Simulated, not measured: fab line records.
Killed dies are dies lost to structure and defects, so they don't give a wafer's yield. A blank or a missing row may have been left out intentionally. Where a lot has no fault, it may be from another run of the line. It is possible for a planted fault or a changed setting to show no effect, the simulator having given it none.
The tool behind it: which one? + flow sky130 + 33 wafers from 11 lots sampled at 2 of the route's 708 steps

WHAT EACH GAUGE READ, for each wafer
SKY_CAP2M_RS_MEAS_03: measures by four-point-probe.
| lot  | measured     | on           | CAP2M_TIN_RS (ohm/sq) |
|------|--------------|--------------|-----------------------|
| L693 | day 39 17:10 | filmMetro-04 | 6.84 6.82 6.92        |
| L697 | day 41 05:22 | filmMetro-04 | 6.78 6.83 6.86        |
| L700 | day 42 03:30 | filmMetro-03 | 6.95 6.89 6.86        |
| L701 | day 42 13:56 | filmMetro-04 | 6.89 6.95 6.96        |
| L702 | day 42 15:40 | filmMetro-02 | 6.84 6.81 6.84        |
| L704 | day 43 06:16 | filmMetro-03 | 6.89 6.92 6.90        |
| L705 | day 43 12:11 | filmMetro-04 | 6.85 6.80 6.84        |
| L710 | day 44 19:35 | filmMetro-02 | 6.84 6.75 6.77        |
| L711 | day 45 01:16 | filmMetro-04 | 6.84 6.80 6.92        |
| L712 | day 45 03:07 | filmMetro-04 | 6.92 6.94 6.90        |
| L714 | day 45 15:25 | filmMetro-02 | 6.81 6.88 6.97        |

TOOL THAT RAN EACH LOT (tool first, then ch and the chambers of the sampled wafers, then the start)
| lot  | SKY_CAPM_CVD_00                 |
|------|---------------------------------|
| L693 | pecvd-01 ch 0,1, day 36 10:30   |
| L697 | pecvd-03 ch 0,1,2, day 37 21:13 |
| L700 | pecvd-04 ch 1,2, day 38 21:45   |
| L701 | pecvd-01 ch 0,2, day 39 08:47   |
| L702 | pecvd-04 ch 0,1, day 39 09:06   |
| L704 | pecvd-03 ch 1,2, day 40 01:38   |
| L705 | pecvd-01 ch 0,2, day 40 08:58   |
| L710 | pecvd-01 ch 0,1,2, day 41 18:41 |
| L711 | pecvd-03 ch 1,2, day 41 23:53   |
| L712 | pecvd-01 ch 1,2, day 42 02:32   |
| L714 | pecvd-03 ch 0,1,2, day 42 14:59 |
- SKY_CAPM_CVD_00: deposits SiO2, target thk 15.5 nm.

THE ANSWER, worked out from the rows above alone
Rule: what is usual is taken from the lots themselves. The widest of any qualifying gaps counts: lots, ordered by their means at a reading, are off when they make up no more than a third of the lots, leave a main group of 4 or more, and stand apart from it by 3 or more times the standard deviation of that group's means. A main group whose means are all the same, to the digits that the tables above print for the reading, isn't used. A lot without any number at a reading at which 4 lots or more have one is off too. The other lots that the step has rows for count as sound.
No lot is off at any reading shown: from this, nothing can be told.

WHAT THE SIMULATOR HAD PUT IN
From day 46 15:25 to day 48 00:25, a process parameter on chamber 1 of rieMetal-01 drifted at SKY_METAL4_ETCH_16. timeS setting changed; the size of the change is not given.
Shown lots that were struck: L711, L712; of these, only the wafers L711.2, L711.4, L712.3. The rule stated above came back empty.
